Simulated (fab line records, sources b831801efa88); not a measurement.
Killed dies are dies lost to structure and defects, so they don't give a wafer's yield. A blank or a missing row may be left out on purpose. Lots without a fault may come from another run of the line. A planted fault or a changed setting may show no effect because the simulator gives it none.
Problem report in the 8D (eight disciplines) form, filled by code | flow gf180mcu | the parts of the form that need people (team, actions taken, sign-off) are left out

1. THE PROBLEM
strip_time_to_endpoint_s at GF_SAB_STRIP_13 reads a mean of 13.061 s on 6 wafers of 2 lots; wafers without a fault read 12.596 s with a standard deviation of 0.03. That is +16 standard deviations from the usual mean.
The step: strips in O2/N2.
First seen on wafer L359.3, day 21 18:49, on plasma_asher-03. The record holds 36 wafers of 12 lots with a number at this step. Rule for "out", or "out of limits": more than 4 standard deviations from the usual mean. The other wafers with a number count as sound.

2. WHAT IT IS AND WHAT IT IS NOT
question                    | is                       | is not
which readings at this step | strip_time_to_endpoint_s | drypump_motor_current_A, heater_power_w, oes_product_au
which lots                  | L359, L360               | L341, L342, L343, L344, L346, L347, L348, L352, L358, L364
which wafers of those lots  | all that have a number   | -
read on which tools         | plasma_asher-03          | plasma_asher-01, plasma_asher-04
when                        | from day 21 18:49        | up to then (27 sound wafers); but 3 sound wafers of L364 came after

3. SUSPECTS, AND WHAT RULES EACH OUT
Counting: a tool at a process step up to the reading stays a suspect if it ran every lot that is out and no sound lot after the first of them.
- plasma_asher-04 at GF_VT_IMPLANT_STRIP_09 (strips in O2/N2): ruled out as a lasting fault. Sound lots L364 ran on it after its first lot that is out, L359 (day 10 10:56).
- litho_track-02 at GF_SAB_COAT_04 (resist thk 1000 nm): kept. It ran every lot that is out, first L359 (day 21 06:52), and no sound lot after that; its last sound lot up to then is L358 (day 20 19:08).
- plasma_asher-03 at GF_SAB_STRIP_13 (strips in O2/N2): kept. It ran every lot that is out, first L359 (day 21 18:49), and no sound lot after that; its last sound lot up to then is L348 (day 17 18:41). Its own readings are out on those wafers: strip_time_to_endpoint_s.
Left after counting: litho_track-02 at GF_SAB_COAT_04, plasma_asher-03 at GF_SAB_STRIP_13.

4. THE CAUSE (what the simulator had put in)
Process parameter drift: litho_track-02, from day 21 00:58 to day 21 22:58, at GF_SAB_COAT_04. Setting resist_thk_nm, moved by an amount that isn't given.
Counting left 2 suspects, and this tool is among them.

5. THE CHAIN OF EFFECTS, in route order
Each row: a reading whose mean over the struck wafers that have a number lies more than 3 standard deviations from the usual. Only readings for which the record gives a usual standard deviation are gone through. hours: the time from each lot's start at the first step in this table that gives one to its start at this step, as a median over the lots. sigmas: the change in usual standard deviations.
hours | step            | reading                  | usual    | on struck wafers | change | sigmas
0     | GF_SAB_STRIP_13 | strip_time_to_endpoint_s | 12.596 s | 13.061           | +0.465 | +16
The process steps in it:
- GF_SAB_STRIP_13: strips in O2/N2.

6. WHAT WOULD HAVE CAUGHT IT SOONER
In this record the first reading out of limits was taken at day 21 18:49, 18 hours after the fault began at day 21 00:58.
Of the tool readings at GF_SAB_COAT_04 for which the record gives a usual standard deviation, none was out on any struck wafer, so an alarm limit of 4 standard deviations on them would not have fired.
All the lots that are out (2) had begun GF_SAB_COAT_04 on litho_track-02 by day 21 18:49. A hold on the tool at that time would have spared none of them.
